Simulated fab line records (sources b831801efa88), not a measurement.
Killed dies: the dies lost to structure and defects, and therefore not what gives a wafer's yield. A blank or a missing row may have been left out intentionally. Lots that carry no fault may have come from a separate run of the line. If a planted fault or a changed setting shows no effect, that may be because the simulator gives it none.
fab line records || flow sky130
record {"lots": 6, "wafers": 18, "last_day": 50}
route steps=708 shown PASSIVATION@686 PAD_OPEN@694
lots that met no fault: taken from a fault-free run of the same line
start_h: hours from the record's first day to the start of the lot's first wafer shown || wait_h: how many hours have passed since the lot's step before this one || " identical to the entry in the row above || L1.1+2: a row that stands for several wafers || - value missing, or start not given || * or withheld: withheld || < > ~ a bound
route shown NAME@n: names a module that has steps shown in the file, with the first one's number in the route || usual: average and standard deviation across the fault-free wafers || same: alike in all rows || chamber/n: place in a boat || sites: the reading at each site || _std_site: how widely they spread, as a standard deviation || _edge_site: mean of outer sites minus mean of inner sites || radius_mm: for every site, how far away it sits from the centre of the wafer || mask NAME#n: copy n || behind: tool/chamber where the wafer was last shaped || hold: cause of the lot's hold/its duration in hours/its outcome || device: which transistor (n, p or np) failed to switch || end of line: tests run on the same wafers once the route is complete || where a step has no rows: the recipe by itself || killed: count of dies lost to structure and defects at first sort (not the wafer's yield) || map: the dies of a wafer, with x for killed, . for not killed, _ for no die there
set.NAME: the run value of the setting; set.NAME@STEP: its run value at that earlier step || model.NAME: the simulator's own value behind a step, which no gauge read
lots seen at some steps along the route; tables by step, rows by wafer
services: from which hour (start_h, from the record's first day; less than 0 if before it) a tool's chamber was out of use, for how many hours, and why
## steps
# step SKY_PASSIVATION_HMDS_05
# recipe {"prime_time_s": 60, "prime_temp_c": 120}
# step SKY_PASSIVATION_COAT_06
# recipe {"spin_rpm": 2000, "resist_thk_nm": 3000}
# step SKY_PASSIVATION_SOFTBAKE_07
# recipe {"temp_c": 110, "time_s": "withheld"}
# step SKY_PASSIVATION_EXPOSE_08
# recipe {"mask_id": "NSM", "target_cd_nm": 3000, "na": 0.57, "dose_mj": 260}
# step SKY_PASSIVATION_PEB_09
# recipe {"temp_c": 115, "time_s": "withheld"}
# step SKY_PASSIVATION_DEVELOP_10
# recipe {"develop_time_s": 60, "dev_temp_c": 23}
# step SKY_PASSIVATION_ETCH_11
# recipe {"chemistry": "CF4/O2", "target_depth_nm": 725, "stop_on": "AlCu", "source_w": 800, "bias_w": 150, "pressure_mtorr": 150, "cf4_flow_sccm": 80, "O2_flow_sccm": 10, "time_s": 161.1}
# usual {"drypump_motor_current_A": "5.8/0.49", "oes_product_au": "0.978/0.0065", "throttle_valve_pct": "5.965/0.0093"}
{"lot.wafer": "L389.2", "tool": "rie_diel-04", "chamber": 3, "start_h": 1072.22, "wait_h": "-", "drypump_motor_current_A": 6.5, "oes_product_au": 0.974, "rf_hours_counter_h": 26, "throttle_valve_pct": 5.975}
{"lot.wafer": "L389.5", "tool": "rie_diel-04", "chamber": 3, "start_h": 1072.22, "wait_h": "-", "drypump_motor_current_A": 6.6, "oes_product_au": 0.978, "rf_hours_counter_h": "-", "throttle_valve_pct": 5.965}
{"lot.wafer": "L389.6", "tool": "rie_diel-04", "chamber": 2, "start_h": 1072.22, "wait_h": "-", "drypump_motor_current_A": 5.1, "oes_product_au": 0.980, "rf_hours_counter_h": "-", "throttle_valve_pct": 5.967}
{"lot.wafer": "L397.3", "tool": "rie_diel-02", "chamber": 2, "start_h": 1114.60, "wait_h": "-", "drypump_motor_current_A": 5.2, "oes_product_au": 0.972, "rf_hours_counter_h": 18, "throttle_valve_pct": 5.960}
{"lot.wafer": "L397.4", "tool": "rie_diel-02", "chamber": 3, "start_h": 1114.60, "wait_h": "-", "drypump_motor_current_A": 5.6, "oes_product_au": 0.980, "rf_hours_counter_h": 1, "throttle_valve_pct": 5.956}
{"lot.wafer": "L397.6", "tool": "rie_diel-02", "chamber": 1, "start_h": 1114.60, "wait_h": "-", "drypump_motor_current_A": 6.0, "oes_product_au": 0.974, "rf_hours_counter_h": "-", "throttle_valve_pct": 5.958}
{"lot.wafer": "L400.2", "tool": "rie_diel-04", "chamber": 2, "start_h": 1140.39, "wait_h": "-", "drypump_motor_current_A": 5.1, "oes_product_au": 0.966, "rf_hours_counter_h": 12, "throttle_valve_pct": 5.970}
{"lot.wafer": "L400.3", "tool": "rie_diel-04", "chamber": 3, "start_h": 1140.39, "wait_h": "-", "drypump_motor_current_A": 6.6, "oes_product_au": 0.977, "rf_hours_counter_h": 28, "throttle_valve_pct": 5.958}
{"lot.wafer": "L400.4", "tool": "rie_diel-04", "chamber": 1, "start_h": 1140.39, "wait_h": "-", "drypump_motor_current_A": 5.9, "oes_product_au": 0.980, "rf_hours_counter_h": 28, "throttle_valve_pct": 5.967}
{"lot.wafer": "L401.1", "tool": "rie_diel-01", "chamber": 3, "start_h": 1140.40, "wait_h": "-", "drypump_motor_current_A": 5.1, "oes_product_au": 0.980, "rf_hours_counter_h": 15, "throttle_valve_pct": 5.965}
{"lot.wafer": "L401.4", "tool": "rie_diel-01", "chamber": 3, "start_h": 1140.40, "wait_h": "-", "drypump_motor_current_A": 5.1, "oes_product_au": 0.983, "rf_hours_counter_h": "-", "throttle_valve_pct": 5.968}
{"lot.wafer": "L401.6", "tool": "rie_diel-01", "chamber": 0, "start_h": 1140.40, "wait_h": "-", "drypump_motor_current_A": 6.5, "oes_product_au": 0.983, "rf_hours_counter_h": "-", "throttle_valve_pct": 5.983}
{"lot.wafer": "L408.1", "tool": "rie_diel-04", "chamber": 0, "start_h": 1168.40, "wait_h": "-", "drypump_motor_current_A": 5.5, "oes_product_au": 0.981, "rf_hours_counter_h": 18, "throttle_valve_pct": 5.963}
{"lot.wafer": "L408.2", "tool": "rie_diel-04", "chamber": 1, "start_h": 1168.40, "wait_h": "-", "drypump_motor_current_A": 5.9, "oes_product_au": 0.981, "rf_hours_counter_h": 30, "throttle_valve_pct": 5.968}
{"lot.wafer": "L408.4", "tool": "rie_diel-04", "chamber": 3, "start_h": 1168.40, "wait_h": "-", "drypump_motor_current_A": 6.6, "oes_product_au": 0.987, "rf_hours_counter_h": 30, "throttle_valve_pct": 5.960}
{"lot.wafer": "L410.2", "tool": "rie_diel-04", "chamber": 1, "start_h": 1182.10, "wait_h": "-", "drypump_motor_current_A": 6.0, "oes_product_au": 0.982, "rf_hours_counter_h": 30, "throttle_valve_pct": 5.957}
{"lot.wafer": "L410.4", "tool": "rie_diel-04", "chamber": 3, "start_h": 1182.10, "wait_h": "-", "drypump_motor_current_A": 6.6, "oes_product_au": 0.971, "rf_hours_counter_h": 30, "throttle_valve_pct": 5.965}
{"lot.wafer": "L410.6", "tool": "rie_diel-04", "chamber": 2, "start_h": 1182.10, "wait_h": "-", "drypump_motor_current_A": 5.1, "oes_product_au": 0.985, "rf_hours_counter_h": "-", "throttle_valve_pct": 5.970}
# step SKY_PASSIVATION_STRIP_12
# recipe {"chemistry": "O2/N2", "power_w": 1400, "pressure_mtorr": 1500, "platen_temp_c": "withheld", "overash_fraction": 0.7, "o2_flow_sccm": 3000, "n2_flow_sccm": 300}
# usual {"drypump_motor_current_A": "5.7/0.52", "oes_product_au": "0.660/0.0046", "strip_time_to_endpoint_s": "31.47/0.13"}
{"lot.wafer": "L389.2", "tool": "plasma_asher-02", "chamber": 0, "start_h": 1072.33, "wait_h": 0.1, "drypump_motor_current_A": 5.6, "oes_product_au": 0.660, "rf_hours_counter_h": 98, "strip_time_to_endpoint_s": 31.55}
{"lot.wafer": "L389.5", "tool": "plasma_asher-02", "chamber": 1, "start_h": 1072.33, "wait_h": 0.1, "drypump_motor_current_A": 5.4, "oes_product_au": 0.657, "rf_hours_counter_h": "-", "strip_time_to_endpoint_s": 31.52}
{"lot.wafer": "L389.6", "tool": "plasma_asher-02", "chamber": 0, "start_h": 1072.33, "wait_h": 0.1, "drypump_motor_current_A": 5.6, "oes_product_au": 0.652, "rf_hours_counter_h": "-", "strip_time_to_endpoint_s": 31.46}
{"lot.wafer": "L397.3", "tool": "plasma_asher-01", "chamber": 1, "start_h": 1114.74, "wait_h": 0.1, "drypump_motor_current_A": 6.1, "oes_product_au": 0.663, "rf_hours_counter_h": "-", "strip_time_to_endpoint_s": 31.63}
{"lot.wafer": "L397.4", "tool": "plasma_asher-01", "chamber": 0, "start_h": 1114.74, "wait_h": 0.1, "drypump_motor_current_A": 6.5, "oes_product_au": 0.658, "rf_hours_counter_h": "-", "strip_time_to_endpoint_s": 31.61}
{"lot.wafer": "L397.6", "tool": "plasma_asher-01", "chamber": 1, "start_h": 1114.74, "wait_h": 0.1, "drypump_motor_current_A": 6.1, "oes_product_au": 0.664, "rf_hours_counter_h": "-", "strip_time_to_endpoint_s": 31.74}
{"lot.wafer": "L400.2", "tool": "plasma_asher-01", "chamber": 0, "start_h": 1140.49, "wait_h": 0.1, "drypump_motor_current_A": 6.5, "oes_product_au": 0.668, "rf_hours_counter_h": 67, "strip_time_to_endpoint_s": 31.50}
{"lot.wafer": "L400.3", "tool": "plasma_asher-01", "chamber": 0, "start_h": 1140.49, "wait_h": 0.1, "drypump_motor_current_A": 6.5, "oes_product_au": 0.661, "rf_hours_counter_h": "-", "strip_time_to_endpoint_s": 31.61}
{"lot.wafer": "L400.4", "tool": "plasma_asher-01", "chamber": 1, "start_h": 1140.49, "wait_h": 0.1, "drypump_motor_current_A": 6.1, "oes_product_au": 0.666, "rf_hours_counter_h": "-", "strip_time_to_endpoint_s": 31.52}
{"lot.wafer": "L401.1", "tool": "plasma_asher-02", "chamber": 1, "start_h": 1140.51, "wait_h": 0.1, "drypump_motor_current_A": 5.4, "oes_product_au": 0.662, "rf_hours_counter_h": 104, "strip_time_to_endpoint_s": 31.63}
{"lot.wafer": "L401.4", "tool": "plasma_asher-02", "chamber": 0, "start_h": 1140.51, "wait_h": 0.1, "drypump_motor_current_A": 5.6, "oes_product_au": 0.664, "rf_hours_counter_h": "-", "strip_time_to_endpoint_s": 31.61}
{"lot.wafer": "L401.6", "tool": "plasma_asher-02", "chamber": 0, "start_h": 1140.51, "wait_h": 0.1, "drypump_motor_current_A": 5.6, "oes_product_au": 0.659, "rf_hours_counter_h": "-", "strip_time_to_endpoint_s": 31.51}
{"lot.wafer": "L408.1", "tool": "plasma_asher-01", "chamber": 0, "start_h": 1168.51, "wait_h": 0.1, "drypump_motor_current_A": 6.5, "oes_product_au": 0.658, "rf_hours_counter_h": 70, "strip_time_to_endpoint_s": 31.39}
{"lot.wafer": "L408.2", "tool": "plasma_asher-01", "chamber": 1, "start_h": 1168.51, "wait_h": 0.1, "drypump_motor_current_A": 6.1, "oes_product_au": 0.666, "rf_hours_counter_h": 70, "strip_time_to_endpoint_s": 31.42}
{"lot.wafer": "L408.4", "tool": "plasma_asher-01", "chamber": 0, "start_h": 1168.51, "wait_h": 0.1, "drypump_motor_current_A": 6.5, "oes_product_au": 0.668, "rf_hours_counter_h": "-", "strip_time_to_endpoint_s": 31.43}
{"lot.wafer": "L410.2", "tool": "plasma_asher-03", "chamber": 0, "start_h": 1182.21, "wait_h": 0.1, "drypump_motor_current_A": 4.9, "oes_product_au": 0.661, "rf_hours_counter_h": 12, "strip_time_to_endpoint_s": 31.40}
{"lot.wafer": "L410.4", "tool": "plasma_asher-03", "chamber": 1, "start_h": 1182.21, "wait_h": 0.1, "drypump_motor_current_A": 5.9, "oes_product_au": 0.662, "rf_hours_counter_h": "-", "strip_time_to_endpoint_s": 31.55}
{"lot.wafer": "L410.6", "tool": "plasma_asher-03", "chamber": 1, "start_h": 1182.21, "wait_h": 0.1, "drypump_motor_current_A": 5.9, "oes_product_au": 0.663, "rf_hours_counter_h": "-", "strip_time_to_endpoint_s": 31.45}
# step SKY_PAD_OPEN_DEHYDRATE_00
# recipe {"temp_c": 200, "time_s": 60}
# step SKY_PAD_OPEN_HMDS_01
# recipe {"prime_time_s": 60, "prime_temp_c": 120}
# step SKY_PAD_OPEN_COAT_02
# recipe {"spin_rpm": 2000, "resist_thk_nm": 3000}
# step SKY_PAD_OPEN_SOFTBAKE_03
# recipe {"temp_c": 110, "time_s": "withheld"}
# step SKY_PAD_OPEN_EXPOSE_04
# recipe {"mask_id": "PDM", "target_cd_nm": 60000, "na": 0.57, "dose_mj": 254.8}
# usual {"exposure_dose_mJ_cm2": "254.78/0.25", "focus_offset_nm": "0.0/0.48"}
{"lot.wafer": "L389.2", "tool": "iline_stepper-01", "chamber": 0, "start_h": 1081.28, "wait_h": "-", "mask": "PDM#0", "exposure_dose_mJ_cm2": 254.59, "focus_offset_nm": -0.4}
{"lot.wafer": "L389.5", "tool": "iline_stepper-01", "chamber": 0, "start_h": 1081.28, "wait_h": "-", "mask": "PDM#0", "exposure_dose_mJ_cm2": 254.17, "focus_offset_nm": 0.9}
{"lot.wafer": "L389.6", "tool": "iline_stepper-01", "chamber": 0, "start_h": 1081.28, "wait_h": "-", "mask": "PDM#0", "exposure_dose_mJ_cm2": 254.57, "focus_offset_nm": 0.0}
{"lot.wafer": "L397.3", "tool": "iline_stepper-01", "chamber": 0, "start_h": 1123.71, "wait_h": "-", "mask": "PDM#0", "exposure_dose_mJ_cm2": 255.10, "focus_offset_nm": 0.5}
{"lot.wafer": "L397.4", "tool": "iline_stepper-01", "chamber": 0, "start_h": 1123.71, "wait_h": "-", "mask": "PDM#0", "exposure_dose_mJ_cm2": 254.99, "focus_offset_nm": 0.5}
{"lot.wafer": "L397.6", "tool": "iline_stepper-01", "chamber": 0, "start_h": 1123.71, "wait_h": "-", "mask": "PDM#0", "exposure_dose_mJ_cm2": 255.28, "focus_offset_nm": 0.4}
{"lot.wafer": "L400.2", "tool": "iline_stepper-02", "chamber": "-", "start_h": 1148.16, "wait_h": "-", "mask": "PDM#0", "exposure_dose_mJ_cm2": "-", "focus_offset_nm": "-"}
{"lot.wafer": "L400.3", "tool": "iline_stepper-02", "chamber": "-", "start_h": 1148.16, "wait_h": "-", "mask": "PDM#0", "exposure_dose_mJ_cm2": "-", "focus_offset_nm": "-"}
{"lot.wafer": "L400.4", "tool": "iline_stepper-02", "chamber": "-", "start_h": 1148.16, "wait_h": "-", "mask": "PDM#0", "exposure_dose_mJ_cm2": "-", "focus_offset_nm": "-"}
{"lot.wafer": "L401.1", "tool": "iline_stepper-01", "chamber": "-", "start_h": 1148.65, "wait_h": "-", "mask": "PDM#0", "exposure_dose_mJ_cm2": "-", "focus_offset_nm": "-"}
{"lot.wafer": "L401.4", "tool": "iline_stepper-01", "chamber": "-", "start_h": 1148.65, "wait_h": "-", "mask": "PDM#0", "exposure_dose_mJ_cm2": "-", "focus_offset_nm": "-"}
{"lot.wafer": "L401.6", "tool": "iline_stepper-01", "chamber": "-", "start_h": 1148.65, "wait_h": "-", "mask": "PDM#0", "exposure_dose_mJ_cm2": "-", "focus_offset_nm": "-"}
{"lot.wafer": "L408.1", "tool": "iline_stepper-02", "chamber": 0, "start_h": 1178.09, "wait_h": "-", "mask": "PDM#0", "exposure_dose_mJ_cm2": 254.67, "focus_offset_nm": -1.4}
{"lot.wafer": "L408.2", "tool": "iline_stepper-02", "chamber": 0, "start_h": 1178.09, "wait_h": "-", "mask": "PDM#0", "exposure_dose_mJ_cm2": 254.57, "focus_offset_nm": 0.4}
{"lot.wafer": "L408.4", "tool": "iline_stepper-02", "chamber": 0, "start_h": 1178.09, "wait_h": "-", "mask": "PDM#0", "exposure_dose_mJ_cm2": 254.33, "focus_offset_nm": -0.4}
{"lot.wafer": "L410.2", "tool": "iline_stepper-02", "chamber": 0, "start_h": 1189.96, "wait_h": "-", "mask": "PDM#0", "exposure_dose_mJ_cm2": 254.82, "focus_offset_nm": -0.6}
{"lot.wafer": "L410.4", "tool": "iline_stepper-02", "chamber": 0, "start_h": 1189.96, "wait_h": "-", "mask": "PDM#0", "exposure_dose_mJ_cm2": 254.93, "focus_offset_nm": 0.0}
{"lot.wafer": "L410.6", "tool": "iline_stepper-02", "chamber": 0, "start_h": 1189.96, "wait_h": "-", "mask": "PDM#0", "exposure_dose_mJ_cm2": 254.98, "focus_offset_nm": -0.4}
# step SKY_PAD_OPEN_PEB_05
# recipe {"temp_c": 115, "time_s": "withheld"}
## services
{"tool": "rie_diel-02", "chamber": 3, "start_h": 1053.83, "hours": "-", "kind": "clean"}
{"tool": "rie_diel-02", "chamber": 3, "start_h": 1053.83, "hours": 22.8, "kind": "scheduled_down"}
{"tool": "rie_diel-02", "chamber": 3, "start_h": 1053.83, "hours": 22.8, "kind": "vent_cycle"}
{"tool": "plasma_asher-03", "chamber": "-", "start_h": 1055.25, "hours": 9.0, "kind": "pm"}
{"tool": "plasma_asher-03", "chamber": 0, "start_h": 1055.25, "hours": 9.0, "kind": "vent_cycle"}
{"tool": "plasma_asher-03", "chamber": 1, "start_h": 1055.25, "hours": 9.0, "kind": "vent_cycle"}
{"tool": "plasma_asher-03", "chamber": 0, "start_h": 1064.25, "hours": "-", "kind": "clean"}
{"tool": "plasma_asher-03", "chamber": 1, "start_h": 1064.25, "hours": "-", "kind": "clean"}
{"tool": "iline_stepper-01", "chamber": "-", "start_h": 1073.44, "hours": 1.7, "kind": "pm"}
{"tool": "plasma_asher-01", "chamber": "-", "start_h": 1075.31, "hours": 0.6, "kind": "repair"}
{"tool": "plasma_asher-02", "chamber": "-", "start_h": 1077.12, "hours": 2.8, "kind": "pm"}
{"tool": "rie_diel-01", "chamber": 2, "start_h": 1134.20, "hours": 6.6, "kind": "repair"}
{"tool": "plasma_asher-01", "chamber": "-", "start_h": 1149.54, "hours": 0.5, "kind": "repair"}
{"tool": "plasma_asher-01", "chamber": "-", "start_h": 1169.92, "hours": 4.8, "kind": "repair"}
{"tool": "plasma_asher-02", "chamber": "-", "start_h": 1177.60, "hours": 14.6, "kind": "pm"}
## key
first_sign {"step": "SKY_PAD_OPEN_EXPOSE_04", "reading": "tool_record", "direction": "missing"}
effect none on later readings
met_at SKY_PAD_OPEN_EXPOSE_04
struck_wafers L400.2,L400.3,L400.4,L401.1,L401.4,L401.6
later_rows_left_out L400.2,L400.3,L400.4,L401.1,L401.4,L401.6
sort_left_out L400.2,L400.3,L400.4,L401.1,L401.4,L401.6
onset_between 1123.71 1148.16
fault {"kind": "skipped_step_whole", "tool": "iline_stepper-01,iline_stepper-02", "chamber": "-", "onset_h": 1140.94, "steps": "SKY_PAD_OPEN_EXPOSE_04", "scope": "struck_lots_only"}
# sort_left_out: the simulated sort isn't trusted on such a fault, so these wafers' sort isn't shown, and their yield isn't known
# later_rows_left_out: the simulator's readings of these wafers behind a module that went badly wrong aren't trusted and aren't shown, but for the sort
